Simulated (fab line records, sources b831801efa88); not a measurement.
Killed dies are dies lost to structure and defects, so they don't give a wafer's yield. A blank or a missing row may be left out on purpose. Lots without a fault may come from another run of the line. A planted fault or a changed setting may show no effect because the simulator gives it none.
One fault seen from 2 desks | flow sky130 | each desk has only its own numbers; what lay behind them comes last

THE TOOL OWNER'S DESK: plasma_asher-01
The tool's own readings at SKY_RES_PROTECT_STRIP_07 (strips in O2/N2): means of the sampled wafers that have a number, for each lot that ran on this tool. A lot is out of limits, marked OUT, if its mean lies more than 4 standard deviations from the usual mean; the brackets give that distance.
Columns: A = drypump_motor_current_A at SKY_RES_PROTECT_STRIP_07, usual 5.7 A; B = oes_product_au at SKY_RES_PROTECT_STRIP_07, usual 0.518 a.u.; C = strip_time_to_endpoint_s at SKY_RES_PROTECT_STRIP_07, usual 23.30 s
lot  | first seen here | A   | B     | C
L839 | day 15 06:49    | 5.7 | 0.521 | 23.31
L844 | day 17 05:46    | 5.7 | 0.517 | 23.31
L845 | day 17 09:01    | 5.3 | 0.520 | 23.29
L847 | day 18 03:31    | 5.3 | 0.518 | 23.31
L849 | day 18 18:03    | 5.7 | 0.520 | 23.27
L851 | day 19 11:45    | 5.3 | 0.517 | 23.24
L855 | day 21 04:13    | 5.3 | 0.515 | 23.31
This desk's finding: nothing out of limits on any of the 7 lots.

THE METROLOGY DESK
What the gauges read, lot by lot, whatever tool the lot ran on: means of the sampled wafers that have a number. A lot is out of limits, marked OUT, if its mean lies more than 4 standard deviations from the usual mean; the brackets give that distance.
Columns: A = cd_nm at SKY_METAL2_CD_MEAS_15, usual 139.9 nm; B = VIA2_OVL at SKY_VIA2_OVL_MEAS_13, usual 0 nm
lot  | first seen here | A     | B
L839 | day 35 07:19    | 139.9 | 0
L841 | day 36 01:40    | 139.5 | 0
L843 | day 36 09:35    | 140.5 | 0
L844 | day 37 02:43    | 141.8 | 4
L845 | day 37 09:21    | 138.5 | -2
L846 | day 37 16:19    | 140.7 | 4
L847 | day 38 00:02    | 137.4 | 3
L849 | day 38 09:48    | 140.6 | -11
L851 | day 39 00:15    | 138.1 | 7
L855 | day 40 07:07    | 139.0 | -8
L856 | day 41 01:27    | 138.8 | -4
L861 | day 42 00:10    | 140.2 | -8
L862 | day 42 05:46    | 139.5 | 5
This desk's finding: nothing out of limits on any of the 13 lots.

PUT TOGETHER
The tool owner's desk saw nothing out of limits.
The metrology desk saw nothing out of limits.

WHAT THE SIMULATOR HAD PUT IN
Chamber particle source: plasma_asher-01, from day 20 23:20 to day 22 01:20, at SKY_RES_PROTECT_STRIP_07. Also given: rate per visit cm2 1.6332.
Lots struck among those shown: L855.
